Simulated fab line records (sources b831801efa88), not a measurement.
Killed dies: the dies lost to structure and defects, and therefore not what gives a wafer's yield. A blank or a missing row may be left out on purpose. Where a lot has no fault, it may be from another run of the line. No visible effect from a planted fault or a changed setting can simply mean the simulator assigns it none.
Which of the tools did it?    flow gf180mcu    42 wafers from 14 lots sampled at 4 of the route's 602 steps

== WHAT EACH GAUGE READ, for each wafer ==
GF_VT_IMPLANT_OVL_MEAS_07. Usual: VT_IMPLANT_OVL 0.2 nm, standard deviation 1.4.
lot   measured      on          VT_IMPLANT_OVL (nm)  flag
L873  day 5 14:37   overlay-01  -1.7 -0.3 -0.4       
L874  day 5 21:32   overlay-01  -1.9 -0.9 0.6        
L875  day 6 01:44   overlay-02  0.3 1.1 0.7          
L876  day 6 10:07   overlay-02  1.2 1.9 1.9          
L877  day 6 16:21   overlay-01  -2.1 1.4 -0.7        
L878  day 6 21:59   overlay-02  -0.4 -1.4 -0.5       
L879  day 7 06:16   overlay-02  0.1 2.3 2.0          
L880  day 7 09:41   overlay-01  0.3 1.0 1.5          
L881  day 7 17:12   overlay-02  -1.0 0.4 -0.7        
L882  day 7 21:51   overlay-01  -0.7 -1.4 0.8        
L883  day 8 03:45   overlay-02  1.5 -0.3 4.5         
L884  day 8 12:43   overlay-01  -1.2 0.0 0.3         
L892  day 10 13:40  overlay-01  -0.9 -1.1 0.5        
L894  day 11 04:05  overlay-02  1.1 1.8 0.4          

GF_VT_IMPLANT_TW_MEAS_10. Usual: VT_IMPLANT_TW 568, standard deviation 6.1.
lot   measured      on            VT_IMPLANT_TW  flag
L873  day 5 14:54   filmMetro-03  569 570 567    
L874  day 5 21:49   filmMetro-03  568 568 566    
L875  day 6 02:02   filmMetro-03  569 568 567    
L876  day 6 10:25   filmMetro-02  574 577 569    
L877  day 6 16:39   filmMetro-01  560 560 560    
L878  day 6 22:17   filmMetro-02  578 574 573    
L879  day 7 06:34   filmMetro-02  568 570 568    
L880  day 7 09:59   filmMetro-03  572 569 572    
L881  day 7 17:30   filmMetro-02  572 571 572    
L882  day 7 22:08   filmMetro-02  573 571 570    
L883  day 8 04:02   filmMetro-01  563 566 562    
L884  day 8 13:00   filmMetro-02  578 575 572    
L892  day 10 13:58  filmMetro-01  558 557 554    
L894  day 11 04:23  filmMetro-02  571 573 572    

GF_DUAL_GATE_THK_MEAS_03. Usual: DUAL_GATE_OXIDATION_00_THK 10.83 nm, standard deviation 0.19.
lot   measured      on            DUAL_GATE_OXIDATION_00_THK (nm)  flag
L873  day 7 15:29   filmMetro-04  10.64 10.69 10.81                
L874  day 7 23:27   filmMetro-03  10.91 10.90 10.73                
L875  day 8 03:47   filmMetro-04  10.72 10.57 10.57                
L876  day 8 11:50   filmMetro-03  10.83 10.72 10.70                
L877  day 8 18:34   filmMetro-03  10.30 10.42 10.50                
L878  day 9 00:59   filmMetro-01  10.77 10.73 10.76                
L879  day 9 10:08   filmMetro-03  10.64 10.43 10.50                
L880  day 9 15:34   filmMetro-03  10.78 10.78 10.67                
L881  day 9 23:02   filmMetro-01  10.75 10.94 10.96                
L882  day 10 03:05  filmMetro-01  10.93 10.99 10.97                
L883  day 10 10:36  filmMetro-03  11.05 10.83 10.75                
L884  day 10 19:35  filmMetro-03  11.18 11.07 11.06                
L892  day 13 01:36  filmMetro-01  12.24 12.28 12.13                OFF
L894  day 13 17:38  filmMetro-01  11.88 11.97 11.85                OFF

== EACH LOT AND THE TOOL THAT RAN IT (in order: tool; ch and the chambers of the sampled wafers; start) ==
lot   GF_VT_IMPLANT_STRIP_20
L873  plasmaAsher-02 ch 0,1, day 6 05:38
L874  plasmaAsher-03 ch 0,1, day 6 12:37
L875  plasmaAsher-03 ch 0,1, day 6 17:13
L876  plasmaAsher-02 ch 0,1, day 7 01:04
L877  plasmaAsher-03 ch 0,1, day 7 07:37
L878  plasmaAsher-01 ch 1, day 7 13:02
L879  plasmaAsher-03 ch 0,1, day 7 22:10
L880  plasmaAsher-02 ch 0,1, day 8 01:50
L881  plasmaAsher-02 ch 0,1, day 8 09:25
L882  plasmaAsher-02 ch 0, day 8 14:31
L883  plasmaAsher-03 ch 0,1, day 8 20:52
L884  plasmaAsher-02 ch 0,1, day 9 05:49
L892  plasmaAsher-02 ch 0,1, day 11 07:37
L894  plasmaAsher-03 ch 0,1, day 11 23:19
- GF_VT_IMPLANT_STRIP_20: strips in O2/N2.

== AS READ BY THE TOOLS THEMSELVES (means over the sampled wafers that have a number; for cases with no such wafer, the mark the record gives instead) ==
GF_VT_IMPLANT_STRIP_20. Usual: drypumpMotorCurrentA 5.89 A, standard deviation 0.18; heaterPowerW 315 W, standard deviation 36; n2FlowSccm 299.9 sccm, standard deviation 0.83; oesProductAu 0.716 a.u., standard deviation 0.0046; stripTimeToEndpointS 12.612 s, standard deviation 0.03.
lot   tool            drypumpMotorCurrentA (A)  heaterPowerW (W)  n2FlowSccm (sccm)  oesProductAu (a.u.)  stripTimeToEndpointS (s)  flag
L873  plasmaAsher-02  6.07                      300               299.5              0.716                12.619                    
L874  plasmaAsher-03  5.77                      332               299.4              0.716                12.570                    
L875  plasmaAsher-03  5.81                      340               298.9              0.715                12.607                    
L876  plasmaAsher-02  6.08                      302               300.7              0.713                12.618                    
L877  plasmaAsher-03  5.82                      335               299.1              0.719                12.623                    
L878  plasmaAsher-01  5.48                      360               299.4              0.713                12.584                    
L879  plasmaAsher-03  5.82                      336               300.4              0.720                12.565                    
L880  plasmaAsher-02  6.07                      303               299.5              0.718                12.603                    
L881  plasmaAsher-02  6.04                      298               299.5              0.719                12.616                    
L882  plasmaAsher-02  6.15                      327               300.4              0.714                12.606                    
L883  plasmaAsher-03  5.75                      332               300.7              0.722                12.641                    
L884  plasmaAsher-02  5.94                      278               299.9              0.719                12.589                    
L892  plasmaAsher-02  6.05                      304               299.4              0.717                12.663                    
L894  plasmaAsher-03  5.83                      336               300.0              0.713                12.609                    

== THE ANSWER, worked out from the rows above alone ==
Rule: take the mean of a lot's wafers that have a number; if it is more than 3 standard deviations from the usual mean, the lot is off. Also off: a lot with no number at a reading for which 4 or more lots have one. All remaining lots with rows at the step are treated as sound. First the gauges in route order, then the tools' own readings, where a lot's mean is used as printed above. At the first step where some lot is off, the reading lying furthest off is the one used; lots without a number count as furthest.
Off: L892, L894, seen at GF_DUAL_GATE_THK_MEAS_03 (DUAL_GATE_OXIDATION_00_THK).
If a tool, at a process step before that reading, ran all the lots that are off and no sound lot after the first of them, it fits. Those tools and the gauges at GF_DUAL_GATE_THK_MEAS_03 are tried in the same way. One candidate fits, namely filmMetro-01 at GF_DUAL_GATE_THK_MEAS_03. A fault onset in the window from L882 (day 10 03:05, its last sound lot) to L892 (day 13 01:36, its first lot off) fits.

== WHAT THE SIMULATOR HAD PUT IN ==
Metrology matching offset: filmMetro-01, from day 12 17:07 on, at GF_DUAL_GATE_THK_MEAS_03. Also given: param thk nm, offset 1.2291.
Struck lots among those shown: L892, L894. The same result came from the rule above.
